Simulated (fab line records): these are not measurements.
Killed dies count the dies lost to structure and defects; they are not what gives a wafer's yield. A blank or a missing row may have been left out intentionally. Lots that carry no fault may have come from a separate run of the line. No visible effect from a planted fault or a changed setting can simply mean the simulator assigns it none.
Matching of chambers    flow sky130    SKY_METAL4_ETCH_17 on rie-diel-03 has 4 sister chambers
The step etches SiO2 in C4F8/O2/Ar, stops on TiN, time 3.9 s, target depth 15 nm. 8 wafers are shown with their chamber, then 9 later ones without.

EACH WAFER AND ITS CHAMBER
wafer   chamber  rf-fwd-power-W (W)  oes-product-au (a.u.)
L078.1  0        1483                0.756
L078.6  0        1478                0.758
L087.4  3        1477                0.758
L087.5  1        1462                0.759
L087.6  2        1473                0.752
L090.2  1        1470                0.751
L090.3  3        1485                0.750
L090.4  2        1469                0.760

WAFERS WITHOUT THEIR CHAMBER
wafer   rf-fwd-power-W (W)  oes-product-au (a.u.)
L092.3  1474                0.749
L092.5  1459                0.749
L092.6  1476                0.748
L093.1  1460                0.753
L093.5  1467                0.762
L093.6  1471                0.752
L094.1  1463                0.750
L094.2  1478                0.745
L094.6  1463                0.753

EACH ONE'S CHAMBER
wafer   from the rows above                in truth
L092.3  can't be placed: 2 or 3 or 1 or 0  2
L092.5  can't be placed: 1 or 2            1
L092.6  can't be placed: 3 or 2 or 0 or 1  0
L093.1  can't be placed: 1 or 2            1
L093.5  can't be placed: 1 or 2 or 0       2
L093.6  can't be placed: 2 or 1 or 3 or 0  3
L094.1  can't be placed: 1 or 2            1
L094.2  can't be placed: 3 or 0 or 2 or 1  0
L094.6  can't be placed: 1 or 2            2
0 of 9 placed correctly. Not placeable from these rows: 9 (in 9, the candidates include the true chamber). Placed wrongly: 0.
How it was worked out, from the rows above alone: a wafer's distance from a chamber is the root of the sum, over the readings, of the square of ((its reading less the chamber's mean) divided by the reading's scatter). The wafer belongs to the nearest chamber; if the next one is less than 2 further off, it can't be placed. A chamber's mean is the mean of its shown wafers. The scatter: the root of (the sum of the squares of (reading less its chamber's mean) over the shown wafers, divided by (wafers less chambers)).
